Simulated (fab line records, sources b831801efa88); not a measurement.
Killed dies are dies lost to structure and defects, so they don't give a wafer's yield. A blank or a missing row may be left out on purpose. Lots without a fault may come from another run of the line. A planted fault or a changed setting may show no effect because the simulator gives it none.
Chamber matching | flow gf180mcu | GF_V2_CVD_02 on pecvd-02: 3 sister chambers
The step deposits SiO2 from TEOS, target thk 850 nm, time 94.851 s. 18 wafers are shown with their chamber, then 9 later ones without.

WAFERS WITH THEIR CHAMBER
wafer  | chamber | heater_power_w (W)
L079.1 | 2       | 527
L079.2 | 1       | 785
L079.3 | 0       | 575
L079.4 | 0       | 647
L079.5 | 1       | 858
L079.6 | 2       | 412
L080.1 | 2       | 514
L080.3 | 1       | 902
L080.4 | 1       | 725
L085.1 | 2       | 525
L085.2 | 1       | 824
L085.3 | 0       | 683
L086.3 | 2       | 505
L086.4 | 2       | 403
L086.5 | 0       | 696
L089.1 | 1       | 910
L089.3 | 0       | 638
L089.6 | 1       | 718

SIGNATURES (means of the wafers above)
reading        | chamber 0 | chamber 1 | chamber 2 | scatter within a chamber
heater_power_w | 647.80    | 817.43    | 481.00    | 64.5
Rule: a wafer's distance from a chamber is the root of the sum, over the readings, of the square of ((its reading less the chamber's mean) divided by the reading's scatter). The wafer belongs to the nearest chamber; if the next one is less than 2 further off, it can't be placed. The scatter: the root of (the sum of the squares of (reading less its chamber's mean) over the shown wafers, divided by (wafers less chambers)).

WAFERS WITHOUT THEIR CHAMBER
wafer  | heater_power_w (W)
L090.1 | 822
L090.2 | 678
L090.3 | 538
L091.4 | 893
L091.5 | 703
L091.6 | 483
L096.2 | 500
L096.4 | 666
L096.5 | 541

WHICH CHAMBER EACH WENT THROUGH
wafer  | from the rows above     | in truth
L090.1 | 1                       | 1
L090.2 | can't be placed: 0 or 1 | 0
L090.3 | can't be placed: 2 or 0 | 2
L091.4 | 1                       | 1
L091.5 | can't be placed: 0 or 1 | 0
L091.6 | 2                       | 2
L096.2 | can't be placed: 2 or 0 | 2
L096.4 | 0                       | 0
L096.5 | can't be placed: 2 or 0 | 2
Placed correctly: 4 of 9. Can't be placed from these rows: 5 (the true chamber is among the candidates in 5). Placed wrongly: 0.
